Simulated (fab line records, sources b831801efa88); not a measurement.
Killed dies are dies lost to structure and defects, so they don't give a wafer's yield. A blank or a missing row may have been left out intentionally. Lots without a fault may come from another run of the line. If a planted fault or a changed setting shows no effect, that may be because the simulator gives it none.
The tool behind it: which one? / flow sfq_line / 42 wafers from 15 lots sampled at 3 of the route's 325 steps

WHAT EACH GAUGE READ, for each wafer
SFQ_I4_OVL_MEAS_928. Usual: for I4_OVL the level is 4 nm and the standard deviation is 4.9.
lot=L980; measured=day 47 21:24; on=overlay-02; I4_OVL (nm)=11 17 13; flag=
lot=L981; measured=day 48 09:31; on=overlay-02; I4_OVL (nm)=2 5 3; flag=
lot=L982; measured=day 49 04:44; on=overlay-01; I4_OVL (nm)=-2 3 4; flag=
lot=L983; measured=day 50 05:55; on=overlay-01; I4_OVL (nm)=4 7 4; flag=
lot=L984; measured=day 50 13:08; on=overlay-01; I4_OVL (nm)=7 11 7; flag=
lot=L985; measured=day 51 08:19; on=overlay-02; I4_OVL (nm)=3 6 6; flag=
lot=L992; measured=day 54 19:50; on=overlay-01; I4_OVL (nm)=9 16; flag=
lot=L994; measured=day 54 23:25; on=overlay-01; I4_OVL (nm)=0 7; flag=
lot=L995; measured=day 55 00:37; on=overlay-01; I4_OVL (nm)=-1 0; flag=
lot=L996; measured=day 55 01:49; on=overlay-01; I4_OVL (nm)=0 1 1; flag=
lot=L997; measured=day 55 06:11; on=overlay-02; I4_OVL (nm)=6 4 -2; flag=
lot=L998; measured=day 55 07:22; on=overlay-02; I4_OVL (nm)=-4 -1 -6; flag=
lot=L999; measured=day 55 08:34; on=overlay-02; I4_OVL (nm)=7 8 2; flag=
lot=L100; measured=day 55 09:46; on=overlay-02; I4_OVL (nm)=-3 1 0; flag=
lot=L103; measured=day 55 13:22; on=overlay-02; I4_OVL (nm)=4 6 8; flag=

SFQ_JJ_OVL_MEAS_931. Usual: for J5_OVL the level is -5 nm and the standard deviation is 5.8.
lot=L980; measured=day 53 22:35; on=overlay-01; J5_OVL (nm)=-13 -13 -8; flag=
lot=L981; measured=day 54 12:55; on=overlay-02; J5_OVL (nm)=-7 -1 -3; flag=
lot=L982; measured=day 55 06:48; on=overlay-01; J5_OVL (nm)=-5 -6 -14; flag=
lot=L983; measured=day 55 23:35; on=overlay-02; J5_OVL (nm)=-5 -8 -11; flag=
lot=L984; measured=day 56 08:00; on=overlay-02; J5_OVL (nm)=-3 0 -5; flag=
lot=L985; measured=day 56 22:23; on=overlay-02; J5_OVL (nm)=-7 -12 -6; flag=
lot=L992; measured=day 59 05:17; on=overlay-02; J5_OVL (nm)=-7 -8; flag=
lot=L994; measured=day 59 07:40; on=overlay-02; J5_OVL (nm)=3 1; flag=
lot=L995; measured=day 59 08:52; on=overlay-02; J5_OVL (nm)=-5 -5; flag=
lot=L996; measured=day 59 10:04; on=overlay-02; J5_OVL (nm)=-9 -11 -13; flag=
lot=L997; measured=day 59 11:17; on=overlay-02; J5_OVL (nm)=-3 2 1; flag=
lot=L998; measured=day 59 12:28; on=overlay-02; J5_OVL (nm)=-1 0 -1; flag=
lot=L999; measured=day 59 13:40; on=overlay-02; J5_OVL (nm)=-8 -7 -9; flag=
lot=L100; measured=day 59 14:52; on=overlay-02; J5_OVL (nm)=-11 -2 -10; flag=
lot=L103; measured=day 59 18:28; on=overlay-02; J5_OVL (nm)=-9 -9 -3; flag=

SFQ_M5_OVL_MEAS_932. Usual: for M5_OVL the level is -1 nm and the standard deviation is 3.9.
lot=L980; measured=day 58 16:04; on=overlay-02; M5_OVL (nm)=-7 -7 -12; flag=
lot=L981; measured=day 59 00:28; on=overlay-01; M5_OVL (nm)=3 2 -6; flag=
lot=L982; measured=day 59 15:23; on=overlay-02; M5_OVL (nm)=-4 -5 1; flag=
lot=L983; measured=day 60 07:53; on=overlay-01; M5_OVL (nm)=-6 -2 -8; flag=
lot=L984; measured=day 60 17:29; on=overlay-02; M5_OVL (nm)=-8 -4 -7; flag=
lot=L985; measured=day 61 13:10; on=overlay-01; M5_OVL (nm)=5 7 4; flag=
lot=L992; measured=day 64 05:28; on=overlay-02; M5_OVL (nm)=4 3; flag=
lot=L994; measured=day 64 10:15; on=overlay-02; M5_OVL (nm)=0 -1; flag=
lot=L995; measured=day 64 11:27; on=overlay-01; M5_OVL (nm)=-8 6; flag=
lot=L996; measured=day 64 13:51; on=overlay-01; M5_OVL (nm)=-3 2 -1; flag=
lot=L997; measured=day 64 16:16; on=overlay-01; M5_OVL (nm)=-4 0 -4; flag=
lot=L998; measured=day 64 17:27; on=overlay-02; M5_OVL (nm)=3 -2 -3; flag=
lot=L999; measured=day 64 18:40; on=overlay-01; M5_OVL (nm)=4 1 4; flag=
lot=L100; measured=day 64 21:04; on=overlay-01; M5_OVL (nm)=-2 0 1; flag=
lot=L103; measured=day 65 06:27; on=overlay-02; M5_OVL (nm)=-4 -6 -2; flag=

EACH LOT AND THE TOOL THAT RAN IT (in order: tool; ch and the chambers of the sampled wafers; start)
There is no process step in the record ahead of these readings.

AS READ BY THE TOOLS THEMSELVES (means over the sampled wafers that have a number; for cases with no such wafer, the mark the record gives instead)
The record holds no such reading with a usual standard deviation.

THE ANSWER, worked out from the rows above alone
Rule: lot off if the mean of its wafers having a number is beyond 3 standard deviations from the usual mean. Also off: a lot with no number at a reading for which 4 or more lots have one. Any other lot the step has rows for is counted as sound. The gauges are gone through in route order, then the tools' own readings, and for those a lot's mean is taken as printed above. At the first step where some lot is off, the reading lying furthest off is the one used; lots without a number count as furthest.
Nothing can be told from this: no lot is off at any reading shown.

WHAT WAS PUT IN BY THE SIMULATOR
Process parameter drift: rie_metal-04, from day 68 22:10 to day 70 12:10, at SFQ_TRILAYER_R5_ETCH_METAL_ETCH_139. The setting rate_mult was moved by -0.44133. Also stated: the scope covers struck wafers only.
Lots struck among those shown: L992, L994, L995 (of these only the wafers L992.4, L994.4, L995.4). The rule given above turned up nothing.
